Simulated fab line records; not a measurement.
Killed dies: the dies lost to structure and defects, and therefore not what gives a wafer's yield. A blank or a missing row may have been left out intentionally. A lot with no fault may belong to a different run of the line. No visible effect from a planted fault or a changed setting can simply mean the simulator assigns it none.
Lot-split experiment + flow sky130 + 23 wafers read across 5 lots, on a route 708 steps long

== SPLIT DETAILS ==
At SKY_METAL3_EXPOSE_10 (exposes mask MM3, target cd 300 nm), the setting dose-mj was moved away from the recipe's 28 on 8 of the 23 wafers read, by -6.2% to +5.8%. This setting was run at the recipe's value on the other wafers.

== FROM THE SPLIT TO THE READING: what the file shows between them, 2 steps ==
- SKY_METAL3_PEB_11
- SKY_METAL3_DEVELOP_12: develop time 60 s

== THE READING ==
cd-nm at SKY_METAL3_CD_MEAS_13, given in nm (cd target 300 nm). On this fab line, fault-free wafers typically give 299.7 nm with a standard deviation of 1.4 nm.

| wafer  | tool, chamber at the split | dose-mj as run | against the recipe | cd-nm, nm | against lot-mates on the recipe |
|--------|----------------------------|----------------|--------------------|-----------|---------------------------------|
| L077.1 | krf-scanner-01, 0          | 29.62          | +5.8%              | 288.4     | -11.0                           |
| L077.2 | krf-scanner-01, 0          | 28             | recipe             | 299.5     | -                               |
| L077.4 | krf-scanner-01, 0          | 29.62          | +5.8%              | 290.1     | -9.3                            |
| L077.5 | krf-scanner-01, 0          | 29.62          | +5.8%              | 290.0     | -9.4                            |
| L077.6 | krf-scanner-01, 0          | 28             | recipe             | 299.3     | -                               |
| L074.1 | krf-scanner-01, 0          | 28             | recipe             | 296.8     | -                               |
| L074.2 | krf-scanner-01, 0          | 28             | recipe             | 297.6     | -                               |
| L074.3 | krf-scanner-01, 0          | 26.78          | -4.4%              | 305.1     | +7.7                            |
| L074.4 | krf-scanner-01, 0          | 28             | recipe             | 297.9     | -                               |
| L074.6 | krf-scanner-01, 0          | 26.78          | -4.4%              | 305.3     | +7.9                            |
| L075.1 | krf-scanner-02, 0          | 28             | recipe             | 301.7     | -                               |
| L075.2 | krf-scanner-02, 0          | 28             | recipe             | 300.1     | -                               |
| L075.6 | krf-scanner-02, 0          | 28             | recipe             | 299.6     | -                               |
| L079.1 | krf-scanner-01, 0          | 28             | recipe             | 300.4     | -                               |
| L079.2 | krf-scanner-01, 0          | 28             | recipe             | 298.8     | -                               |
| L079.4 | krf-scanner-01, 0          | 28             | recipe             | 300.6     | -                               |
| L079.5 | krf-scanner-01, 0          | 28             | recipe             | 299.5     | -                               |
| L079.6 | krf-scanner-01, 0          | 28             | recipe             | 299.1     | -                               |
| L083.1 | krf-scanner-01, 0          | 26.25          | -6.2%              | 314.0     | +13.5                           |
| L083.2 | krf-scanner-01, 0          | 28             | recipe             | 300.2     | -                               |
| L083.4 | krf-scanner-01, 0          | 26.25          | -6.2%              | 311.1     | +10.6                           |
| L083.5 | krf-scanner-01, 0          | 28             | recipe             | 300.9     | -                               |
| L083.6 | krf-scanner-01, 0          | 26.25          | -6.2%              | 312.4     | +11.9                           |

FIT RESULTS
A straight line over all 23 wafers: cd-nm changes by -1.82 nm for each +1% of dose-mj; r = -0.97; the points scatter about the line by 1.5 nm.
The same after taking each lot's own level away (the mean of its wafers on the recipe; 23 wafers): -1.81 nm for each +1%; r = -0.99; scatter 0.81 nm.
Per that fit: largest dose-mj move, reading shift of 11 nm.
Measured against the standard deviation above, the lots' own levels, which go from 297.43 to 300.55 nm, span 2.2 times it.
Hence the lot-to-lot level has little effect on the slope; both slopes agree.
Check: +11 nm against its lot-mates is what the line predicts for one of the wafers moved furthest among these (-6.2%) when that wafer is left out of the fit. It came out at +13.5 nm against them.

== THE OTHER SPLITS THESE WAFERS WENT THROUGH ==
Note: prior to the reading, these wafers also went through further splits. Each is held against what the fit with the lots' levels taken away leaves over:
| other split on the same wafers          | wafers away from the commonest value | r with cd-nm (lot level and that fit taken away) |
|-----------------------------------------|--------------------------------------|--------------------------------------------------|
| SKY_VIA1_CVD_21 pressure-torr           | 15                                   | +0.17                                            |
| SKY_METAL2_ETCH_18 icp-w                | 8                                    | -0.29                                            |
| SKY_VIA2_SPUTTER_20 chamber-pressure-pa | 18                                   | -0.23                                            |
| SKY_METAL3_SPUTTER_01 power-w           | 8                                    | +0.26                                            |
| SKY_CAPM_SPUTTER_02 time-s              | 4                                    | -0.35                                            |

== THE WHOLE CHAIN: every reading that the file lists as answering this split, in the file's order ==
| step                  | what it does                                                         | reading                                                       | change (the file's fit)              | r (the file's) |
|-----------------------|----------------------------------------------------------------------|---------------------------------------------------------------|--------------------------------------|----------------|
| SKY_METAL3_CD_MEAS_13 | target cd 300 nm                                                     | cd-nm                                                         | -1.81 nm for each +1% of the setting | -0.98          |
| SKY_METAL3_DESCUM_15  | chemistry O2, time 8 s                                               | METAL3.cd-nm (the simulator's own value, which no gauge read) | -1.86 nm for each +1% of the setting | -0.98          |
| SKY_METAL3_ETCH_16    | etches BARC in N2/H2, stops on SiO2, time 88.2 s, target depth 60 nm | METAL3.cd-nm (the simulator's own value, which no gauge read) | -2 nm for each +1% of the setting    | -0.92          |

== THE FILE'S OWN FIT ==
cd-nm changes by -1.81 nm for each +1% of dose-mj, r = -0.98.
